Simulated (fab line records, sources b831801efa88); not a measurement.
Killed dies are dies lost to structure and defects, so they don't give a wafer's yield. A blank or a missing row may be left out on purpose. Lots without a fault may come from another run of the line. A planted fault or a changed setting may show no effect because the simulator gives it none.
One fault seen from 2 desks | flow sky130 | each desk has only its own numbers; what lay behind them comes last

THE TOOL OWNER'S DESK: rie_diel-01
The tool's own readings at SKY_POLY_GATE_ETCH_16 (etches Si3N4 in CH3F/O2, stops on poly-Si, time 147.5 s, target depth 75 nm): means of the sampled wafers that have a number, for each lot that ran on this tool. A lot is out of limits, marked OUT, if its mean lies more than 4 standard deviations from the usual mean; the brackets give that distance.
Columns: A = O2_flow_sccm at SKY_POLY_GATE_ETCH_16, usual 30.01 sccm; B = drypump_motor_current_A at SKY_POLY_GATE_ETCH_16, usual 5.7 A; C = oes_product_au at SKY_POLY_GATE_ETCH_16, usual 0.642 a.u.; D = rf_fwd_power_W at SKY_POLY_GATE_ETCH_16, usual 398.4 W; E = throttle_valve_pct at SKY_POLY_GATE_ETCH_16, usual 10.535 %
lot  | first seen here | A     | B   | C     | D               | E
L924 | day 16 03:51    | 29.98 | 5.6 | 0.641 | 399.2           | 10.535
L941 | day 22 06:48    | 29.98 | 6.0 | 0.642 | 355.6 (-31) OUT | 10.540
This desk's finding: out of limits on L941; first on L941, day 22 06:48 (rf_fwd_power_W at SKY_POLY_GATE_ETCH_16). In limits: L924.

THE METROLOGY DESK
What the gauges read, lot by lot, whatever tool the lot ran on: means of the sampled wafers that have a number. A lot is out of limits, marked OUT, if its mean lies more than 4 standard deviations from the usual mean; the brackets give that distance.
Columns: A = POLY_GATE_CVD_03_THK at SKY_POLY_GATE_THK_MEAS_04, usual 75.2 nm; B = cd_nm at SKY_POLY_GATE_CD_MEAS_13, usual 149.9 nm; C = POLY_GATE_OVL at SKY_POLY_GATE_OVL_MEAS_14, usual -1 nm
lot  | first seen here | A    | B     | C
L924 | day 15 00:20    | 75.6 | 151.0 | -3
L932 | day 17 22:19    | 75.3 | 149.6 | 2
L938 | day 20 16:10    | 74.6 | 148.3 | 0
L941 | day 20 23:44    | 75.5 | 152.1 | 2
L946 | day 22 22:16    | 75.2 | 149.2 | 1
This desk's finding: nothing out of limits on any of the 5 lots.

PUT TOGETHER
The tool owner's desk could have raised an alarm at day 22 06:48, on L941.
The metrology desk saw nothing out of limits.
The metrology desk has L941 on record, within its limits.
Of the lots named, all ran SKY_POLY_GATE_ETCH_16 on rie_diel-01.

WHAT THE SIMULATOR HAD PUT IN
Process parameter drift: rie_diel-01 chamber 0, from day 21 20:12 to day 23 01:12, at SKY_POLY_GATE_ETCH_16. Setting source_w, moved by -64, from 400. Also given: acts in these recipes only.
Lots struck among those shown: L941.
Hours from the fault's start to each desk's first reading out of limits: the tool owner's desk, 11.
